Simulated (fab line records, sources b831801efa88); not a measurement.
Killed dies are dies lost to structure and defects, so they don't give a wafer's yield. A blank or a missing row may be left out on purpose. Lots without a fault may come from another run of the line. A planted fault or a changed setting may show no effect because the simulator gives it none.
fab line records | flow gf180mcu
record lots=11 wafers=33 last_day=34
route steps=602 shown V1@356 M2@362 V2@384
lots that met no fault: from a run of the same line without faults
start_h: hours from the record's first day to the start of the lot's first wafer shown | wait_h: hours since the lot's step before | " the same as in the row above | L1.1+2: a row that stands for several wafers | - no value, or no start given | * or withheld: withheld | < > ~ a bound
route shown NAME@n: a module of which the file shows steps, and the number in the route of the first | usual: mean/standard deviation of fault-free wafers | same: alike in all rows | chamber/n: place in a boat | sites: the reading at each site | _std_site: their standard deviation | _edge_site: outer sites' mean less inner sites' | radius_mm: how far each site lies from the wafer's centre | mask NAME#n: copy n | behind: the tool/chamber that last shaped the wafer | hold: why the lot was held/for how many hours/how that ended | device: the transistor (n, p or np) that didn't switch | end of line: the same wafers' tests at the end of the route | a step without rows: its recipe alone | killed: dies lost to structure and defects at the first sort, not the wafer's yield | map: a wafer's dies, x killed, . not, _ none there
set.NAME: the setting as run; set.NAME@STEP: as run at that earlier step | model.NAME: the simulator's own value behind a step, which no gauge read
steps of the route over a sample of lots; a table a step, a row a wafer
services: from which hour (start_h, from the record's first day; less than 0 if before it) a tool's chamber was out of use, for how many hours, and why
## steps
# step GF_V1_SPUTTER_21
# recipe material=Ti target_thk_nm=15 chamber_pressure_pa=5 power_w=2500 substrate_temp_c=200 time_s=80.02
# usual throttle_valve_pct=30.2/0.86
# columns lot.wafer tool chamber start_h wait_h throttle_valve_pct
L108.1 pvd_sputter-02 - 436.00 0.0 30.3
L108.3 " - " " 30.5
L108.5 " - " " 28.4
L110.2 pvd_sputter-02 - 446.86 0.0 30.4
L110.3 " - " " 30.2
L110.5 " - " " 28.3
L112.1 pvd_sputter-04 - 461.42 0.0 31.4
L112.4 " - " " 29.5
L112.6 " - " " 29.9
L113.1 pvd_sputter-01 - 468.38 0.0 30.4
L113.3 " - " " 30.1
L113.6 " - " " 30.4
L114.3 pvd_sputter-01 - 481.07 0.0 30.3
L114.4 " - " " 30.2
L114.5 " - " " 30.7
L116.1 pvd_sputter-02 - 499.87 0.0 30.3
L116.4 " - " " 28.3
L116.6 " - " " 30.6
L118.1 pvd_sputter-01 - 514.61 0.0 30.4
L118.3 " - " " 30.2
L118.6 " - " " 30.4
L119.1 pvd_sputter-04 - 517.93 0.0 29.9
L119.2 " - " " 31.2
L119.6 " - " " 29.7
L121.1 pvd_sputter-02 - 541.16 0.0 30.7
L121.2 " - " " 31.5
L121.5 " - " " 28.3
L122.3 pvd_sputter-01 - 548.55 0.0 30.3
L122.4 " - " " 30.3
L122.6 " - " " 30.3
L130.2 pvd_sputter-04 - 602.52 0.0 31.4
L130.3 " - " " 29.7
L130.6 " - " " 29.5
# step GF_M2_SPUTTER_00
# recipe material=Ti target_thk_nm=37.5 arriving_ion_energy_ev=80 substrate_temp_c=200 chamber_pressure_pa=2 power_w=4000 time_s=150
# usual throttle_valve_pct=30.1/0.85
# columns lot.wafer tool chamber start_h wait_h throttle_valve_pct
L108.1 pvd_sputter-03 - 436.69 0.1 29.7
L108.3 " - " " 29.9
L108.5 " - " " 28.0
L110.2 pvd_sputter-03 - 447.67 0.1 29.9
L110.3 " - " " 30.4
L110.5 " - " " 29.9
L112.1 pvd_sputter-02 - 462.11 0.1 28.4
L112.4 " - " " 30.3
L112.6 " - " " 30.1
L113.1 pvd_sputter-02 - 469.07 0.1 30.4
L113.3 " - " " 30.4
L113.6 " - " " 30.6
L114.3 pvd_sputter-02 - 481.88 0.2 30.6
L114.4 " - " " 30.3
L114.5 " - " " 31.2
L116.1 pvd_sputter-01 - 500.56 0.1 30.2
L116.4 " - " " 30.5
L116.6 " - " " 30.3
L118.1 pvd_sputter-01 - 515.30 0.1 30.5
L118.3 " - " " 30.6
L118.6 " - " " 30.4
L119.1 pvd_sputter-03 - 518.62 0.1 29.9
L119.2 " - " " 30.5
L119.6 " - " " 30.5
L121.1 pvd_sputter-03 - 542.07 0.1 28.3
L121.2 " - " " 30.4
L121.5 " - " " 30.5
L122.3 pvd_sputter-02 - 549.35 0.2 30.1
L122.4 " - " " 30.1
L122.6 " - " " 30.5
L130.2 pvd_sputter-02 - 603.21 0.2 31.5
L130.3 " - " " 30.4
L130.6 " - " " 30.4
# step GF_M2_STRIP_17
# recipe chemistry=O2/N2 power_w=1400 pressure_mtorr=1500 platen_temp_c=250 o2_flow_sccm=3000 n2_flow_sccm=300 overash_fraction=0.5
# usual drypump_motor_current_A=5.5/0.35 heater_power_w=316/21 oes_product_au=0.557/0.0052 strip_time_to_endpoint_s=7.86/0.048
# columns lot.wafer tool chamber start_h wait_h drypump_motor_current_A heater_power_w oes_product_au rf_hours_counter_h strip_time_to_endpoint_s
L108.1 plasma_asher-04 0 461.18 0.1 5.2 327 0.568 35 7.96
L108.3 " 0 " " 5.2 330 0.554 - 7.93
L108.5 " 0 " " 5.2 318 0.561 - 7.93
L110.2 plasma_asher-01 0 472.61 0.1 6.0 272 0.561 3 7.88
L110.3 " 1 " " 5.6 352 0.556 - 7.85
L110.5 " 1 " " 5.6 359 0.561 - 7.81
L112.1 plasma_asher-04 1 486.88 0.1 5.5 299 0.561 38 7.86
L112.4 " 1 " " 5.5 299 0.557 - 7.89
L112.6 " 1 " " 5.5 306 0.554 - 7.82
L113.1 plasma_asher-04 1 493.74 0.1 5.6 302 0.563 38 7.87
L113.3 " 0 " " 5.2 323 0.563 - 7.84
L113.6 " 1 " " 5.6 299 0.560 - 7.87
L114.3 plasma_asher-04 1 506.13 0.1 5.5 294 0.559 - 7.87
L114.4 " 0 " " 5.2 312 0.557 - 7.88
L114.5 " 0 " " 5.2 329 0.557 - 7.88
L116.1 plasma_asher-04 1 524.38 0.1 5.6 307 0.562 42 7.92
L116.4 " 1 " " 5.6 311 0.568 - 7.94
L116.6 " 1 " " 5.5 308 0.563 - 7.92
L118.1 plasma_asher-02 0 538.94 0.1 5.3 331 0.554 89 7.85
L118.3 " 0 " " 5.3 340 0.565 - 7.91
L118.6 " 0 " " 5.3 334 0.557 - 7.87
L119.1 plasma_asher-04 1 541.59 0.1 5.6 306 0.552 43 7.83
L119.2 " 0 " " 5.2 321 0.555 43 7.85
L119.6 " 1 " " 5.5 305 0.564 - 7.89
L121.1 plasma_asher-04 0 563.81 0.1 5.2 330 0.553 46 7.88
L121.2 " 1 " " 5.5 306 0.559 46 7.86
L121.5 " 0 " " 5.2 325 0.556 - 7.88
L122.3 plasma_asher-04 1 572.02 0.1 5.5 315 0.558 - 7.85
L122.4 " 0 " " 5.2 330 0.554 - 7.78
L122.6 " 0 " " 5.2 330 0.552 - 7.86
L130.2 plasma_asher-02 0 624.21 0.1 5.3 332 0.561 97 7.90
L130.3 " 0 " " 5.3 335 0.561 - 7.93
L130.6 " 0 " " 5.3 332 0.551 - 7.82
# step GF_V2_CVD_02
# recipe material=SiO2 target_thk_nm=850 precursor=TEOS temp_c=400 time_s=94.851 rf_w=600
# usual heater_power_w=647/100
# columns lot.wafer tool chamber start_h wait_h heater_power_w
L108.1 pecvd-01 1 461.88 0.1 749
L108.3 " 2 " " 807
L108.5 " 1 " " 598
L110.2 pecvd-01 2 473.27 0.0 736
L110.3 " 0 " " 510
L110.5 " 1 " " 606
L112.1 pecvd-04 2 487.58 0.1 684
L112.4 " 0 " " 478
L112.6 " 1 " " 616
L113.1 pecvd-01 1 494.44 0.1 759
L113.3 " 2 " " 797
L113.6 " 1 " " 607
L114.3 pecvd-04 2 506.86 0.0 635
L114.4 " 2 " " 680
L114.5 " 0 " " 576
L116.1 pecvd-02 0 525.38 0.1 492
L116.4 " 0 " " 504
L116.6 " 1 " " 570
L118.1 pecvd-02 2 539.60 0.1 685
L118.3 " 1 " " 684
L118.6 " 0 " " 513
L119.1 pecvd-02 2 542.25 0.1 670
L119.2 " 1 " " 612
L119.6 " 2 " " 718
L121.1 pecvd-02 1 564.47 0.1 722
L121.2 " 2 " " 702
L121.5 " 0 " " 487
L122.3 pecvd-02 1 572.65 0.0 651
L122.4 " 2 " " 687
L122.6 " 0 " " 502
L130.2 pecvd-04 2 624.91 0.0 621
L130.3 " 0 " " 564
L130.6 " 0 " " 591
# step GF_V2_THK_MEAS_03
# recipe reads=SiO2_of_V2_CVD_02
# usual V2_CVD_02_THK=850/13
# columns lot.wafer tool chamber start_h wait_h V2_CVD_02_THK[nm]
L108.1 film_metro-01 - 461.95 0.0 854
L108.3 " - " " 853
L108.5 " - " " 868
L110.2 film_metro-01 - 473.35 0.0 848
L110.3 " - " " 851
L110.5 " - " " 869
L112.1 film_metro-01 - 487.65 0.0 836
L112.4 " - " " 856
L112.6 " - " " 849
L113.1 film_metro-01 - 494.51 0.0 853
L113.3 " - " " 856
L113.6 " - " " 862
L114.3 film_metro-03 - 506.95 0.1 854
L114.4 " - " " 865
L114.5 " - " " 862
L116.1 film_metro-02 - 525.45 0.0 852
L116.4 " - " " 865
L116.6 " - " " 847
L118.1 film_metro-01 - 539.67 0.0 834
L118.3 " - " " 832
L118.6 " - " " 869
L119.1 film_metro-02 - 542.32 0.0 844
L119.2 " - " " 829
L119.6 " - " " 855
L121.1 film_metro-03 - 564.54 0.0 1262
L121.2 " - " " 834
L121.5 " - " " 846
L122.3 film_metro-03 - 572.74 0.1 1266
L122.4 " - " " 836
L122.6 " - " " 855
L130.2 film_metro-03 - 624.99 0.0 867
L130.3 " - " " 864
L130.6 " - " " 867
# step GF_V2_CMP_04
# recipe material=SiO2 down_force_psi=4 platen_rpm=60 pad_velocity_m_s=0.94248
# usual motor_current_A=11.7/0.88 time_to_endpoint_s=80/6.1
# columns lot.wafer tool chamber start_h wait_h motor_current_A time_to_endpoint_s
L108.3 cmp-01 0 462.06 0.1 11.5 78
L108.1 " 2 " " 11.9 85
L108.5 " 0 " " 11.3 83
L110.3 cmp-02 3 473.45 0.1 11.4 79
L110.2 " 0 " " 10.8 71
L110.5 " 3 " " 11.0 84
L112.4 cmp-01 2 487.76 0.1 11.5 84
L112.1 " 0 " " 11.5 71
L112.6 " 2 " " 11.4 81
L113.3 cmp-02 2 494.57 0.0 14.0 85
L113.1 " 3 " " 11.0 81
L113.6 " 2 " " 13.4 87
L114.3 cmp-02 0 507.08 0.1 11.5 77
L114.4 " 1 " " 11.0 89
L114.5 " 0 " " 11.1 82
L116.4 cmp-02 3 525.56 0.1 11.0 88
L116.1 " 1 " " 10.7 81
L116.6 " 3 " " 11.7 81
L118.3 cmp-01 1 539.79 0.1 11.4 70
L118.1 " 3 " " 11.4 72
L118.6 " 1 " " 12.1 83
L119.2 cmp-02 2 542.38 0.0 12.9 75
L119.1 " 1 " " 11.7 77
L119.6 " 3 " " 11.1 84
L121.1 cmp-02 2 564.65 0.1 13.9 238
L121.2 " 0 " " 11.4 74
L121.5 " 2 " " 13.6 83
L122.3 cmp-02 1 572.83 0.1 10.5 233
L122.4 " 3 " " 11.2 76
L122.6 " 0 " " 10.7 81
L130.2 cmp-01 1 625.14 0.1 11.8 85
L130.3 " 2 " " 11.6 90
L130.6 " 0 " " 11.1 93
## services
# columns tool chamber start_h hours kind
cmp-02 - 416.43 4.6 repair
cmp-02 - 422.00 1.3 repair
cmp-02 - 423.50 1.3 repair
cmp-01 - 436.01 3.6 repair
cmp-01 - 436.81 0.7 repair
pvd_sputter-01 - 438.45 2.2 repair
pecvd-04 - 450.55 0.4 repair
pvd_sputter-03 - 454.40 2.2 repair
cmp-01 - 488.11 2.5 repair
cmp-01 - 501.84 6.6 repair
cmp-02 - 503.87 0.4 repair
pecvd-02 - 504.53 9.7 repair
pvd_sputter-03 - 504.84 7.1 repair
pvd_sputter-03 - 533.03 2.6 repair
pecvd-02 - 546.62 2.8 pm
cmp-02 - 546.98 0.8 repair
cmp-02 - 556.03 2.1 repair
pvd_sputter-02 - 562.42 2.7 repair
pecvd-02 - 568.75 0.3 repair
cmp-01 - 570.29 5.8 repair
cmp-01 - 576.13 4.0 pm
pecvd-02 - 591.12 14.0 pm
cmp-02 - 596.49 8.9 repair
cmp-02 - 605.36 5.1 pm
## key
first_sign step=GF_V2_THK_MEAS_03 reading=V2_CVD_02_THK direction=up sigmas=31 usual=850 struck=1264
effect step=GF_V2_CMP_04 reading=time_to_endpoint_s direction=up sigmas=25 usual=* struck=*
met_at GF_V2_CVD_02
struck_lots L121,L122
struck_wafers L121.1,L122.3
not_acting_at GF_V1_SPUTTER_21,GF_M2_SPUTTER_00,GF_M2_STRIP_17
onset_between 542.25 564.47
fault kind=process_parameter_drift tool=pecvd-02 chamber=1 onset_h=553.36 steps=GF_V2_CVD_02 channel=target_thk_nm offset=438.3 shape=step end_h=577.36 acts_in=these_recipes_only stated=850
